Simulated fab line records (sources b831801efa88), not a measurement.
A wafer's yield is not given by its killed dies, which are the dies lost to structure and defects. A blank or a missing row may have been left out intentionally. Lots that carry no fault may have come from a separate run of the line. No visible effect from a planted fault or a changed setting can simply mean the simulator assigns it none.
Lot-split experiment -- flow sfq_line -- 5 lots, 23 wafers read, on a route of 325 steps

## THE SPLIT
At SFQ_TRILAYER_M5_LITHO_EXPOSE_124 (exposes mask M5, target cd 700 nm), the setting dose_mj was moved away from the recipe's 14.4 on 7 of the 23 wafers read, by -6.0% to +5.6%. All remaining wafers had this setting at the recipe value.

## FROM THE SPLIT TO THE READING: what the file shows between them, 2 steps
- SFQ_TRILAYER_M5_LITHO_PEB_126: peb time 60 s
- SFQ_TRILAYER_M5_LITHO_DEVELOP_125: time 60 s

## THE READING
M5.cd_nm (the simulator's own value, which no gauge read), in nm, at SFQ_TRILAYER_M5_BARC_OPEN_METAL_ETCH_161 (etches BARC in O2, target depth 125 nm, time 41.7 s). The file gives no usual value for it. Average 700.0 nm, standard deviation 1 nm, over the 16 wafers here run with the recipe.

wafer,"tool, chamber at the split",dose_mj as run,against the recipe,"M5.cd_nm, nm",against lot-mates on the recipe
L074.1,"krf_scanner-01, 0",14.4,recipe,701,-
L074.2,"krf_scanner-01, 0",13.53,-6.0%,707.2,+7.0
L074.3,"krf_scanner-01, 0",14.4,recipe,699,-
L074.5,"krf_scanner-01, 0",14.4,recipe,700.5,-
L074.6,"krf_scanner-01, 0",13.53,-6.0%,708.3,+8.1
L078.1,"krf_scanner-01, 0",14.4,recipe,700.6,-
L078.3,"krf_scanner-01, 0",14.4,recipe,700.7,-
L078.4,"krf_scanner-01, 0",15.2,+5.6%,691.6,-9.3
L078.5,"krf_scanner-01, 0",15.2,+5.6%,692.1,-8.8
L078.6,"krf_scanner-01, 0",14.4,recipe,701.3,-
L079.1,"krf_scanner-02, 0",14.4,recipe,697.9,-
L079.2,"krf_scanner-02, 0",14.4,recipe,699.9,-
L079.4,"krf_scanner-02, 0",14.4,recipe,701.6,-
L082.1,"krf_scanner-02, 0",14.4,recipe,699.5,-
L082.2,"krf_scanner-02, 0",14.4,recipe,700.8,-
L082.3,"krf_scanner-02, 0",14.4,recipe,698.7,-
L082.5,"krf_scanner-02, 0",14.4,recipe,699.9,-
L082.6,"krf_scanner-02, 0",14.4,recipe,699.4,-
L083.1,"krf_scanner-02, 0",14.4,recipe,698.9,-
L083.2,"krf_scanner-02, 0",15.02,+4.3%,693,-6.2
L083.4,"krf_scanner-02, 0",15.02,+4.3%,691,-8.2
L083.5,"krf_scanner-02, 0",14.4,recipe,699.6,-
L083.6,"krf_scanner-02, 0",15.02,+4.3%,693.3,-6.0

THE FIT
A straight line over all 23 wafers: M5.cd_nm changes by -1.46 nm for each +1% of dose_mj; r = -0.97; the points scatter about the line by 1.1 nm.
The same after taking each lot's own level away (the mean of its wafers on the recipe; 23 wafers): -1.45 nm for each +1%; r = -0.98; scatter 0.97 nm.
On that fit, the largest move of dose_mj shifts the reading by 8.8 nm.
Measured against the standard deviation above, the lots' own levels, which go from 699.25 to 700.87 nm, span 1.6 times it.
The two slopes are in agreement: the lot-to-lot level therefore moves the slope only a little.
Check: for one of the wafers moved furthest among these (-6.0%), held out of the fit, the line's prediction against its lot-mates is +9.1 nm. It came out at +7.03 nm against them.

## OTHER SPLITS ON THESE WAFERS
Other splits were also applied to these wafers ahead of the reading. Each is held against what the fit with the lots' levels taken away leaves over:
other split on the same wafers,wafers away from the commonest value,r with M5.cd_nm (lot level and that fit taken away)
SFQ_TRILAYER_M4_DEP_SPUTTER_091 power_w,7,-0.01
SFQ_TRILAYER_M4_LITHO_COAT_093 spin_rpm,11,-0.08
SFQ_TRILAYER_M4_BARC_OPEN_METAL_ETCH_123 pressure_mtorr,10,-0.14
SFQ_TRILAYER_I4_VIA_LITHO_COAT_108 resist_thk_nm,4,+0.05
SFQ_TRILAYER_I4_VIA_BARC_OPEN_VIA_ETCH_146 time_s,11,-0.04
SFQ_TRILAYER_JJ_TRILAYER_DEP_SPUTTER_110 time_s,6,-0.22
SFQ_TRILAYER_JJ_CE_LITHO_COAT_114 resist_thk_nm,7,-0.03
SFQ_TRILAYER_JJ_CE_LITHO_PEB_117 peb_temp_c,9,+0.19

## THE FILE'S OWN FIT
M5.cd_nm changes by -1.46 nm for each +1% of dose_mj, r = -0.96.
